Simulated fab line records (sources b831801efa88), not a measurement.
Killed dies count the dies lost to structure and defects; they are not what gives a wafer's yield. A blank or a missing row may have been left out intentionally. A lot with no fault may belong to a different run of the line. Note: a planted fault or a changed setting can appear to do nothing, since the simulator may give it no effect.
Which of the tools did it? + flow sky130 + Sampling: 10 lots, 30 wafers, 4 of 708 route steps

## WHAT EACH GAUGE READ, for each wafer
SKY_METAL1_CD_MEAS_15: the cd target is 140 nm. Usual: cdNm reads 139.9 nm (standard deviation 1.7).
| lot  | measured     | on       | cdNm (nm)         | flag |
|------|--------------|----------|-------------------|------|
| L255 | day 33 12:47 | cdSem-01 | 138.6 138.7 140.7 |      |
| L257 | day 34 02:03 | cdSem-01 | 142.0 141.8 141.3 |      |
| L256 | day 34 05:31 | cdSem-01 | 140.6 141.3 142.6 |      |
| L258 | day 34 11:28 | cdSem-02 | 139.1 137.9 139.6 |      |
| L259 | day 34 13:49 | cdSem-02 | 141.0 141.5 141.8 |      |
| L260 | day 34 22:22 | cdSem-01 | 140.7 140.1 140.7 |      |
| L261 | day 35 01:24 | cdSem-02 | 138.8 138.0 139.2 |      |
| L267 | day 36 22:58 | cdSem-02 | 139.5 140.6 140.2 |      |
| L269 | day 37 14:12 | cdSem-02 | 143.1 141.4 142.2 |      |
| L278 | day 39 12:37 | cdSem-02 | 137.9 139.3 137.2 |      |

## WHICH TOOL RAN EACH LOT (tool, then ch and the chambers of the sampled wafers, then the start)
| lot  | SKY_CONTACT_ETCH_16               | SKY_CONTACT_CMP_27            | SKY_METAL1_DEVELOP_14            |
|------|-----------------------------------|-------------------------------|----------------------------------|
| L255 | rieDiel-01 ch 2,3, day 32 08:31   | cmp-01 ch 1,3, day 32 09:42   | lithoTrack-01 ch 0, day 33 12:00 |
| L257 | rieDiel-01 ch 1,2,3, day 32 21:33 | cmp-02 ch 1,2,3, day 32 22:47 | lithoTrack-04 ch 0, day 34 01:00 |
| L256 | rieDiel-03 ch 0,2, day 33 00:32   | cmp-02 ch 0,2,3, day 33 01:37 | lithoTrack-02 ch 0, day 34 05:00 |
| L258 | rieDiel-02 ch 2,3, day 33 07:11   | cmp-02 ch 2,3, day 33 08:25   | lithoTrack-04 ch 0, day 34 11:00 |
| L259 | rieDiel-01 ch 0,3, day 33 11:01   | cmp-02 ch 1,2, day 33 12:12   | lithoTrack-01 ch 0, day 34 13:00 |
| L260 | rieDiel-03 ch 0,3, day 33 18:40   | cmp-02 ch 0,1, day 33 19:53   | lithoTrack-04 ch 0, day 34 22:00 |
| L261 | rieDiel-03 ch 0,1,3, day 33 21:09 | cmp-02 ch 1,2,3, day 33 22:14 | lithoTrack-04 ch 0, day 35 01:00 |
| L267 | rieDiel-02 ch 0,1,3, day 35 20:04 | cmp-01 ch 0,1, day 35 21:11   | lithoTrack-04 ch 0, day 36 22:00 |
| L269 | rieDiel-03 ch 2,3, day 36 10:26   | cmp-02 ch 2,3, day 36 11:32   | lithoTrack-04 ch 0, day 37 14:00 |
| L278 | rieDiel-01 ch 0,2,3, day 38 10:50 | cmp-01 ch 0,1,3, day 38 12:05 | lithoTrack-01 ch 0, day 39 12:00 |
- SKY_CONTACT_ETCH_16: etches BARC in N2/H2, stops on SiO2, time 45.9 s, target depth 60 nm.
- SKY_CONTACT_CMP_27: polishes, stops on SiO2, t overpolish 15 s, target thk 0 nm.
- SKY_METAL1_DEVELOP_14: develop time 58.85 s.

## AS READ BY THE TOOLS THEMSELVES (means over the sampled wafers that have a number; for cases with no such wafer, the mark the record gives instead)
SKY_CONTACT_ETCH_16. Usual: drypumpMotorCurrentA 5.7 A, standard deviation 0.47; oesProductAu 0.855 a.u., standard deviation 0.005; throttleValvePct 13.225 %, standard deviation 0.0088.
| lot  | tool       | drypumpMotorCurrentA (A) | oesProductAu (a.u.) | throttleValvePct (%) | flag |
|------|------------|--------------------------|---------------------|----------------------|------|
| L255 | rieDiel-01 | 5.4                      | 0.857               | 13.228               |      |
| L257 | rieDiel-01 | 5.8                      | 0.853               | 13.229               |      |
| L256 | rieDiel-03 | 5.9                      | 0.851               | 13.220               |      |
| L258 | rieDiel-02 | 5.6                      | 0.854               | 13.234               |      |
| L259 | rieDiel-01 | 5.5                      | 0.851               | 13.221               |      |
| L260 | rieDiel-03 | 5.6                      | 0.862               | 13.211               |      |
| L261 | rieDiel-03 | 5.7                      | 0.853               | 13.225               |      |
| L267 | rieDiel-02 | 6.1                      | 0.852               | 13.220               |      |
| L269 | rieDiel-03 | 6.0                      | 0.856               | 13.225               |      |
| L278 | rieDiel-01 | 5.5                      | 0.853               | 13.225               |      |

SKY_CONTACT_CMP_27. Usual: motorCurrentA 10.6 A, standard deviation 0.75; overpolishRunS 15.000 s, standard deviation 0.0093; timeToEndpointS 82 s, standard deviation 3.1.
| lot  | tool   | motorCurrentA (A) | overpolishRunS (s) | timeToEndpointS (s) | flag |
|------|--------|-------------------|--------------------|---------------------|------|
| L255 | cmp-01 | 11.3              | 15.003             | 81                  |      |
| L257 | cmp-02 | 10.4              | 15.000             | 80                  |      |
| L256 | cmp-02 | 10.1              | 14.999             | 80                  |      |
| L258 | cmp-02 | 10.3              | 15.002             | 80                  |      |
| L259 | cmp-02 | 11.0              | 15.001             | 80                  |      |
| L260 | cmp-02 | 11.0              | 15.005             | 81                  |      |
| L261 | cmp-02 | 10.5              | 15.000             | 78                  |      |
| L267 | cmp-01 | 10.1              | 14.997             | 83                  |      |
| L269 | cmp-02 | 10.3              | 14.996             | 82                  |      |
| L278 | cmp-01 | 10.3              | 15.002             | 85                  |      |

SKY_METAL1_DEVELOP_14. Usual: developerTempC reads 21.01 C (standard deviation 0.099).
| lot  | tool          | developerTempC (C) | flag |
|------|---------------|--------------------|------|
| L255 | lithoTrack-01 | 21.03              |      |
| L257 | lithoTrack-04 | 21.06              |      |
| L256 | lithoTrack-02 | 20.95              |      |
| L258 | lithoTrack-04 | 20.96              |      |
| L259 | lithoTrack-01 | 21.13              |      |
| L260 | lithoTrack-04 | 21.09              |      |
| L261 | lithoTrack-04 | 21.00              |      |
| L267 | lithoTrack-04 | 20.08              | OFF  |
| L269 | lithoTrack-04 | 20.14              | OFF  |
| L278 | lithoTrack-01 | 21.07              |      |

## THE ANSWER, worked out from the rows above alone
Rule: a lot counts as off when the mean over its wafers that have a number is more than 3 standard deviations away from the usual mean. A lot without any number at a reading at which 4 lots or more have one is off too. The other lots that the step has rows for count as sound. The gauges are gone through in route order, then the tools' own readings, and for those a lot's mean is taken as printed above. The first step at which some lot is off is used, and at that step the reading that is off furthest; a lot without a number counts as furthest.
Off: L267, L269 (SKY_METAL1_DEVELOP_14, developerTempC).
If a tool, at that step or one of the process steps before it, ran each lot that is off and ran no sound lot following the first of them, it fits. One fits: lithoTrack-04 at SKY_METAL1_DEVELOP_14. A fault onset in the window from L261 (day 35 01:00, its last sound lot) to L267 (day 36 22:00, its first lot off) fits.
The tool's own readings at SKY_METAL1_DEVELOP_14 bear it out: on the lots that are off they differ by more than 5 times the standard deviation of the sound lots' means. developerTempC reads 20.11 C there against 21.04 C on the sound lots.

## WHAT THE SIMULATOR HAD INSERTED
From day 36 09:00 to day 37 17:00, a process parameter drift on lithoTrack-04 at SKY_METAL1_DEVELOP_14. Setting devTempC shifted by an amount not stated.
Shown lots that were struck: L267, L269. The same result came from the rule above.
